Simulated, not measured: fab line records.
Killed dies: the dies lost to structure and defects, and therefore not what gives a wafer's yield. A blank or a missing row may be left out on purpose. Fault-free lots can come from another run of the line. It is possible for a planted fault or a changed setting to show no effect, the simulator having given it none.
Matching of chambers || flow sky130 || pecvd-03 running SKY_CAPM_CVD_00: 3 sister chambers
The step deposits SiO2, target thk 15.5 nm. 3 wafers are shown with their chamber, then 10 later ones without.

== EACH WAFER AND ITS CHAMBER ==
{"wafer": "L090.3", "chamber": 2, "heater_power_w (W)": 774}
{"wafer": "L090.4", "chamber": 1, "heater_power_w (W)": 865}
{"wafer": "L090.5", "chamber": 0, "heater_power_w (W)": 690}

== WAFERS MISSING THEIR CHAMBER ==
{"wafer": "L090.6", "heater_power_w (W)": 790}
{"wafer": "L094.1", "heater_power_w (W)": 1018}
{"wafer": "L094.3", "heater_power_w (W)": 699}
{"wafer": "L094.5", "heater_power_w (W)": 658}
{"wafer": "L097.1", "heater_power_w (W)": 709}
{"wafer": "L097.2", "heater_power_w (W)": 793}
{"wafer": "L097.3", "heater_power_w (W)": 803}
{"wafer": "L097.4", "heater_power_w (W)": 706}
{"wafer": "L097.5", "heater_power_w (W)": 723}
{"wafer": "L097.6", "heater_power_w (W)": 792}

== EACH ONE'S CHAMBER ==
{"wafer": "L090.6", "from the rows above": "can't be placed: 2 or 1 or 0", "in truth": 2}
{"wafer": "L094.1", "from the rows above": "can't be placed: 1 or 2", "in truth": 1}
{"wafer": "L094.3", "from the rows above": "can't be placed: 0 or 2", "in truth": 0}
{"wafer": "L094.5", "from the rows above": "can't be placed: 0 or 2", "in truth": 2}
{"wafer": "L097.1", "from the rows above": "can't be placed: 0 or 2", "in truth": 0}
{"wafer": "L097.2", "from the rows above": "can't be placed: 2 or 1 or 0", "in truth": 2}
{"wafer": "L097.3", "from the rows above": "can't be placed: 2 or 1 or 0", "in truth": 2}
{"wafer": "L097.4", "from the rows above": "can't be placed: 0 or 2", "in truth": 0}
{"wafer": "L097.5", "from the rows above": "can't be placed: 0 or 2", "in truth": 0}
{"wafer": "L097.6", "from the rows above": "can't be placed: 2 or 1 or 0", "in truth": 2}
Placed correctly: 0 of 10. These rows do not allow placing 10 (true chamber among the candidates in 10). 0 placed wrongly.
How it was worked out, from the rows above alone: a wafer's distance from a chamber is the root of the sum, over the readings, of the square of ((its reading less the chamber's mean) divided by the reading's scatter). The wafer belongs to the nearest chamber; if the next one is less than 2 further off, it can't be placed. The mean given for a chamber averages the wafers shown for that chamber. The scatter: root of mean squared gap, hidden wafer to nearest shown wafer, with one shown wafer a chamber.
